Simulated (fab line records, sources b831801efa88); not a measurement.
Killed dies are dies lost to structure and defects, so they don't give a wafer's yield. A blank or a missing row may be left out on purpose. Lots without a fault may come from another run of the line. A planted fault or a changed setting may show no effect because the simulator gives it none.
Chamber matching | flow sky130 | SKY_METAL3_ETCH_17 on rie_diel-04: 4 sister chambers
The step etches SiO2 in C4F8/O2/Ar, stops on TiN, time 3.9 s, target depth 15 nm. 16 wafers are shown with their chamber, then 8 later ones without.

WAFERS WITH THEIR CHAMBER
wafer  | chamber | oes_product_au (a.u.) | chamber_pressure_mTorr (mTorr)
L075.1 | 0       | 0.743                 | 40.02
L075.2 | 2       | 0.757                 | 39.99
L075.3 | 3       | 0.742                 | 39.97
L078.2 | 3       | 0.747                 | 40.01
L078.3 | 2       | 0.753                 | 39.97
L078.5 | 0       | 0.758                 | 40.01
L080.2 | 0       | 0.752                 | 39.98
L080.4 | 1       | 0.763                 | 40.08
L080.5 | 0       | 0.752                 | 39.96
L082.1 | 3       | 0.745                 | 40.02
L082.4 | 0       | 0.755                 | 40.00
L082.6 | 2       | 0.753                 | 39.94
L086.1 | 1       | 0.750                 | 40.00
L086.4 | 2       | 0.768                 | 40.05
L086.5 | 1       | 0.761                 | 40.00
L091.2 | 0       | 0.745                 | 39.98

SIGNATURES (means of the wafers above)
reading                | chamber 0 | chamber 1 | chamber 2 | chamber 3 | scatter within a chamber
oes_product_au         | 0.75083   | 0.75800   | 0.75775   | 0.74467   | 0.00597
chamber_pressure_mTorr | 39.9917   | 40.0267   | 39.9875   | 40.0000   | 0.0349
Rule: a wafer's distance from a chamber is the root of the sum, over the readings, of the square of ((its reading less the chamber's mean) divided by the reading's scatter). The wafer belongs to the nearest chamber; if the next one is less than 2 further off, it can't be placed. The scatter: the root of (the sum of the squares of (reading less its chamber's mean) over the shown wafers, divided by (wafers less chambers)).

WAFERS WITHOUT THEIR CHAMBER
wafer  | oes_product_au (a.u.) | chamber_pressure_mTorr (mTorr)
L091.5 | 0.762                 | 40.00
L091.6 | 0.756                 | 39.97
L096.3 | 0.757                 | 40.00
L096.5 | 0.750                 | 40.06
L096.6 | 0.761                 | 40.01
L094.2 | 0.759                 | 39.98
L094.4 | 0.762                 | 40.05
L094.5 | 0.765                 | 39.98

WHICH CHAMBER EACH WENT THROUGH
wafer  | from the rows above               | in truth
L091.5 | can't be placed: 2 or 1 or 0      | 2
L091.6 | can't be placed: 2 or 0 or 1 or 3 | 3
L096.3 | can't be placed: 2 or 1 or 0 or 3 | 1
L096.5 | can't be placed: 1 or 3 or 0 or 2 | 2
L096.6 | can't be placed: 1 or 2 or 0      | 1
L094.2 | can't be placed: 2 or 1 or 0      | 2
L094.4 | can't be placed: 1 or 2 or 0      | 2
L094.5 | can't be placed: 2 or 1 or 0      | 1
Placed correctly: 0 of 8. Can't be placed from these rows: 8 (the true chamber is among the candidates in 8). Placed wrongly: 0.
